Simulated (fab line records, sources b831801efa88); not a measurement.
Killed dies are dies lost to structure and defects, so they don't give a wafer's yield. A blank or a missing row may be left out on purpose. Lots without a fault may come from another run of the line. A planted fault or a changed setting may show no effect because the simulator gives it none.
Which tool did it? | flow sky130 | 6 lots, 18 wafers sampled, at 2 steps of a route of 708

WHAT THE GAUGES READ, wafer by wafer
SKY_SONOS_TUNNEL_TW_MEAS_12.
lot  | measured     | on            | SONOS_TUNNEL_TW
L848 | day 11 15:44 | film_metro-01 | 197.8 196.5 196.4
L850 | day 12 05:44 | film_metro-04 | 198.9 199.0 199.1
L856 | day 14 00:10 | film_metro-02 | 198.9 197.9 198.6
L862 | day 16 15:18 | film_metro-01 | 190.0 191.5 189.0
L866 | day 17 21:30 | film_metro-04 | 198.2 197.4 196.8
L870 | day 18 23:31 | film_metro-04 | 197.0 197.0 198.1

WHICH TOOL RAN EACH LOT (tool, then ch and the chambers of the sampled wafers, then the start)
lot  | SKY_SONOS_TUNNEL_IMPLANT_09
L848 | implanter-01 ch 0, day 11 15:19
L850 | implanter-01 ch 0, day 12 05:19
L856 | implanter-01 ch 0, day 13 23:43
L862 | implanter-04 ch 0, day 16 14:55
L866 | implanter-02 ch 0, day 17 21:05
L870 | implanter-02 ch 0, day 18 23:07
- SKY_SONOS_TUNNEL_IMPLANT_09

THE ANSWER, worked out from the rows above alone
Rule: what is usual is taken from the lots themselves. Put in order of their means at a reading, lots are off if they are a third of the lots or fewer, leave a main group of 4 or more, and stand apart from it by a gap of 3 or more times the standard deviation of the main group's means; of several such gaps the widest counts. A main group whose means are all the same, to the digits that the tables above print for the reading, isn't used. A lot without any number at a reading at which 4 lots or more have one is off too. The other lots that the step has rows for count as sound.
Off: L862, at SKY_SONOS_TUNNEL_TW_MEAS_12 (SONOS_TUNNEL_TW). The main group: mean 197.8, standard deviation 0.77.
A tool fits if, at a process step before that reading, it ran every lot that is off, and no sound lot after the first of them. The gauges at SKY_SONOS_TUNNEL_TW_MEAS_12 are tried like those tools. Can't be told from this: 2 tools fit, implanter-04 at SKY_SONOS_TUNNEL_IMPLANT_09, film_metro-01 at SKY_SONOS_TUNNEL_TW_MEAS_12.

WHAT THE SIMULATOR HAD PUT IN
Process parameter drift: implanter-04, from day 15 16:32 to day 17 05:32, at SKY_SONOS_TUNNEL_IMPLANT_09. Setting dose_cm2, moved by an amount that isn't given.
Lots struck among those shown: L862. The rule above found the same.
